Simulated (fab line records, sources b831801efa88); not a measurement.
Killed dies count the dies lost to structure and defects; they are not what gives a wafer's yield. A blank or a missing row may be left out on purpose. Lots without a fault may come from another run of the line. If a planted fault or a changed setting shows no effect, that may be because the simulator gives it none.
A struck lot beside a sound one	flow sfq line	42 steps out of a route of 325
Sound: wafers L287.1, L287.2, L287.3. Wafers L303.3, L303.4, L303.6 were the ones struck. At the end, the cause is stated.
Each step with rows lists, per side, the tool, then ch with its chambers, then its first start. Under that, the readings that differ: sound wafers	struck wafers	difference of the means	sigmas: that difference in standard deviations of wafers without a fault.
alike: readings with means less than 2 such deviations apart, plus words and numbers identical on both sides. not compared: withheld readings, readings lacking a value on some wafer, bounds such as >300 that could conceal the same value, and numbers that have no deviation in the record and whose values overlap.
Wherever a step has rows on one side only, a row that says differs or no value, or a row with sigmas, the two part there. Numbers that have no deviation but don't overlap get no sigmas and don't part them. Lack of a reading on every wafer of one side parts them only where that side has two or more wafers.

first, 6 steps without rows for these wafers: SFQ_TRILAYER_M3_LITHO_COAT_080 (resist thk 62 nm); SFQ_TRILAYER_M3_LITHO_COAT_075 (resist thk 600 nm); SFQ_TRILAYER_M3_LITHO_SOFTBAKE_079; SFQ_TRILAYER_M3_LITHO_EXPOSE_076 (exposes mask M3, target cd 500 nm); SFQ_TRILAYER_M3_LITHO_PEB_078 (peb time 60 s); SFQ_TRILAYER_M3_LITHO_DEVELOP_077 (time 60 s).
SFQ_M3_OVL_MEAS_921:
  sound on overlay-02 at day 36 18:33; struck on overlay-01 at day 50 00:59
  alike: M3_OVL
then, 1 step without rows for these wafers: SFQ_TRILAYER_M3_BARC_OPEN_METAL_ETCH_100 (etches BARC in O2, target depth 125 nm, time 41.7 s).
SFQ_TRILAYER_M3_ETCH_METAL_ETCH_078: etches Nb in Cl2/Ar, stops on SiO2, target depth 240 nm, time 120 s.
  sound on rie metal-02 ch 0,1, day 36 18:39; struck on rie metal-04 ch 0,1, day 50 01:06
reading	sound	struck	difference	sigmas
oes product au (a.u.)	0.901 0.904 0.902	0.887 0.900 0.880	-0.013	-2
  alike: drypump motor current A, he backside leak sccm
  not compared: rf hours counter h
SFQ_TRILAYER_M3_STRIP_STRIP_079: strips in O2.
  sound on rie metal-02 ch 0,1, day 36 18:46; struck on rie metal-04 ch 0,1, day 50 01:23
reading	sound	struck	difference	sigmas
he backside leak sccm (sccm)	3.4 3.6 3.2	3.6 3.7 6.3	+1.1	+3
  alike: drypump motor current A, oes product au, platen temp c
  not compared: rf hours counter h
then, 1 step without rows for these wafers: SFQ_TRILAYER_M3_STRIP_SOLV_CLEAN_080 (cleans in NMP, time 600 s).
SFQ_TRILAYER_I3_DEP_PECVD_081: deposits SiO2 from SiH4/N2O, time 111.11 s, target thk 500 nm.
  sound on pecvd-02 ch 0,1,2, day 36 19:33; struck on pecvd-04 ch 1,2, day 50 01:58
  alike: heater power w, throttle valve pct
SFQ_TRILAYER_I3_CMP_CMP_082: polishes SiO2.
  sound on cmp-01 ch 1,2,3, day 37 06:47; struck on cmp-01 ch 1,2,3, day 50 08:09
reading	sound	struck	difference	sigmas
time to endpoint s (s)	216 217 217	277 277 278	+61	+10
model.SiO2_of_TRILAYER_I3_DEP_PECVD_081.thk nm (nm)	200.7 200.9 200.7	303.9 304 306.2	+103.9	
  alike: motor current A, platen rpm, slurry filter dp kPa
SFQ_I3_BOW_MEAS_922:
  sound on film metro-03 at day 37 09:47; struck on film metro-04 at day 50 10:11
  alike: I3_BOW
SFQ_TRILAYER_I3_METRO_MEASURE_083:
  sound on film metro-03 at day 37 09:54; struck on film metro-04 at day 50 10:40
reading	sound	struck	difference	sigmas
thk nm (nm)	200.7 200.9 200.7	304.0 304.2 306.1	+104.0	+95
then, 6 steps without rows for these wafers: SFQ_TRILAYER_I3_VIA_LITHO_COAT_090 (resist thk 62 nm); SFQ_TRILAYER_I3_VIA_LITHO_COAT_085 (resist thk 650 nm); SFQ_TRILAYER_I3_VIA_LITHO_SOFTBAKE_089; SFQ_TRILAYER_I3_VIA_LITHO_EXPOSE_086 (exposes mask I3, target cd 500 nm); SFQ_TRILAYER_I3_VIA_LITHO_PEB_088 (peb time 60 s); SFQ_TRILAYER_I3_VIA_LITHO_DEVELOP_087 (time 60 s).
-- the record jumps here: 6 days lie between the struck wafers' starts before and after --
SFQ_I3_OVL_MEAS_923:
  sound on overlay-02 at day 42 04:43; struck on overlay-02 at day 56 03:23
  alike: I3_OVL
then, 1 step without rows for these wafers: SFQ_TRILAYER_I3_VIA_BARC_OPEN_VIA_ETCH_121 (etches BARC in O2, target depth 125 nm, time 41.7 s).
SFQ_TRILAYER_I3_VIA_ETCH_VIA_ETCH_088: etches SiO2 in CHF3, stops on Nb, target depth 260 nm.
  sound on rie diel-03 ch 0,1,2, day 42 04:47; struck on rie diel-02 ch 0,1,2, day 56 03:27
reading	sound	struck	difference	sigmas
oes product au (a.u.)	0.865 0.859 0.851	0.996 1.005 1.004	+0.143	+28
model.I3.feature depth nm (nm)	200.7 200.9 200.7	259.5 261.6 261.6	+60.1	
model.etch.depth nm (nm)	200.7 200.9 200.7	259.5 261.6 261.6	+60.1	
  alike: drypump motor current A
then, 2 steps without rows for these wafers: SFQ_TRILAYER_I3_VIA_STRIP_STRIP_089 (strips in O2); SFQ_TRILAYER_I3_VIA_STRIP_SOLV_CLEAN_090 (cleans in NMP, time 600 s).
SFQ_TRILAYER_M4_DEP_PRE_CLEAN_092: time 22.5 s.
  sound on pvd sputter-03 at day 42 05:40; struck on pvd sputter-03 at day 56 04:20
reading	sound	struck	difference	sigmas
model.SiO2_of_TRILAYER_I3_DEP_PECVD_081.thk nm (nm)	193.2 193.4 193.2	296.4 296.5 298.7	+103.9	
then, 1 step without rows for these wafers: SFQ_TRILAYER_M4_DEP_SPUTTER_091 (material Nb, target thk 200 nm, time 133.3 s).
SFQ_M4_RS_MEAS_924: the measuring method here is four-point-probe.
  sound on film metro-03 at day 42 05:47; struck on film metro-03 at day 56 04:30
  alike: M4_NB_RS
then, 6 steps without rows for these wafers: SFQ_TRILAYER_M4_LITHO_COAT_098 (resist thk 62 nm); SFQ_TRILAYER_M4_LITHO_COAT_093 (resist thk 600 nm); SFQ_TRILAYER_M4_LITHO_SOFTBAKE_097; SFQ_TRILAYER_M4_LITHO_EXPOSE_094 (exposes mask M4, target cd 500 nm); SFQ_TRILAYER_M4_LITHO_PEB_096 (peb time 60 s); SFQ_TRILAYER_M4_LITHO_DEVELOP_095 (time 60 s).
SFQ_M4_OVL_MEAS_926:
  sound on overlay-02 at day 42 08:13; struck on overlay-02 at day 56 14:51
  alike: M4_OVL
SFQ_TRILAYER_M4_BARC_OPEN_METAL_ETCH_123: etches BARC in O2, target depth 125 nm, time 41.7 s.
  sound on rie metal-02 ch 0,1, day 42 08:16; struck on rie metal-02 ch 0, day 56 14:55
  alike: drypump motor current A, he backside leak sccm, oes product au
  not compared: rf hours counter h
then, 3 steps without rows for these wafers: SFQ_TRILAYER_M4_ETCH_METAL_ETCH_096 (etches Nb in Cl2/Ar, stops on SiO2, target depth 240 nm, time 120 s); SFQ_TRILAYER_M4_STRIP_STRIP_097 (strips in O2); SFQ_TRILAYER_M4_STRIP_SOLV_CLEAN_098 (cleans in NMP, time 600 s).
SFQ_TRILAYER_I4_DEP_PECVD_099: deposits SiO2 from SiH4/N2O, time 111.11 s, target thk 500 nm.
  sound on pecvd-01 ch 0,1,2, day 42 09:13; struck on pecvd-01 ch 0,2, day 56 16:50
reading	sound	struck	difference	sigmas
throttle valve pct (%)	26.6 27.4 26.4	21.8 24.0 23.9	-3.6	-2
  alike: heater power w
-- the record jumps here: 26 days lie between the struck wafers' starts before and after --
SFQ_M8_BOW_MEAS_951:
  sound on film metro-01 at day 76 08:46; struck on film metro-04 at day 82 13:23
reading	sound	struck	difference	sigmas
M8_BOW (um)	-9 7 5	28 32 20	+26	+2
model.etest.i3.link ohm	1.965 1.97 1.96	1e+06 1e+06 1e+06	+1e+06	

## WHERE THEY PART
At SFQ_TRILAYER_M3_ETCH_METAL_ETCH_078 first; at SFQ_M8_BOW_MEAS_951 last (within this record only).

WHY: whatever the simulator had introduced
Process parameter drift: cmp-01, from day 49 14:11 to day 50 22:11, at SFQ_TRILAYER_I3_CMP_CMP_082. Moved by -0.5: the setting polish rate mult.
